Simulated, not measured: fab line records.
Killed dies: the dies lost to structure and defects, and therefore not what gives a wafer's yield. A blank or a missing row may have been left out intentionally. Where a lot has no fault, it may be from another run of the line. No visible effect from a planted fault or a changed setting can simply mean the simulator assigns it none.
2 desks looking at one fault / flow sky130 / each desk has only its own numbers; what lay behind them comes last

## TOOL OWNER'S DESK, cmp-01
The tool's own readings at SKY_CONTACT_CMP_04 (polishes SiO2): means of the sampled wafers that have a number, for each lot that ran on this tool. Marked OUT: a lot whose mean sits more than 4 standard deviations from the usual mean, which makes it out of limits; the brackets give that distance.
Columns: A = motor-current-A at SKY_CONTACT_CMP_04, usual 11.9 A; B = slurry-filter-dp-kPa at SKY_CONTACT_CMP_04, usual 13.51 kPa; C = slurry-flow-ml-min at SKY_CONTACT_CMP_04, usual 149.9; D = time-to-endpoint-s at SKY_CONTACT_CMP_04, usual 84 s
lot=L663; first seen here=day 29 19:36; A=12.6; B=13.60; C=150.1; D=86
lot=L664; first seen here=day 30 09:23; A=13.2; B=13.46; C=149.3; D=83
lot=L667; first seen here=day 31 14:29; A=12.4; B=13.44; C=149.6; D=82
lot=L670; first seen here=day 32 15:05; A=13.6; B=13.56; C=149.7; D=80
lot=L671; first seen here=day 32 18:05; A=11.0; B=13.50; C=150.1; D=87
lot=L672; first seen here=day 33 05:03; A=11.8; B=13.52; C=150.1; D=86
lot=L674; first seen here=day 33 18:53; A=12.1; B=13.66; C=149.6; D=82
lot=L681; first seen here=day 36 19:14; A=12.6; B=13.52; C=150.3; D=87
lot=L682; first seen here=day 37 00:04; A=12.2; B=13.49; C=149.9; D=85
Finding of this desk: none of the 9 lots has anything out of limits.

## FROM THE METROLOGY DESK
What the gauges read, lot by lot, whatever tool the lot ran on: means of the sampled wafers that have a number. Marked OUT: a lot whose mean sits more than 4 standard deviations from the usual mean, which makes it out of limits; the brackets give that distance.
Columns: A = PAD_OPEN_BOW at SKY_PAD_OPEN_BOW_MEAS_13, usual 45 um
lot=L663; first seen here=day 45 07:50; A=55
lot=L664; first seen here=day 45 17:25; A=44
lot=L666; first seen here=day 46 08:52; A=41
lot=L667; first seen here=day 46 16:15; A=41
lot=L670; first seen here=day 47 10:37; A=51
lot=L671; first seen here=day 47 11:47; A=46
lot=L672; first seen here=day 47 21:28; A=30
lot=L673; first seen here=day 48 01:08; A=30
lot=L674; first seen here=day 48 07:06; A=45
lot=L681; first seen here=day 50 06:37; A=56
lot=L682; first seen here=day 50 10:34; A=48
lot=L686; first seen here=day 51 18:50; A=40
Finding of this desk: none of the 12 lots has anything out of limits.

## ALL TOGETHER
The tool owner's desk saw nothing out of limits.
From the metrology desk's view, nothing was out of limits.

## WHAT HAD BEEN PUT IN BY THE SIMULATOR
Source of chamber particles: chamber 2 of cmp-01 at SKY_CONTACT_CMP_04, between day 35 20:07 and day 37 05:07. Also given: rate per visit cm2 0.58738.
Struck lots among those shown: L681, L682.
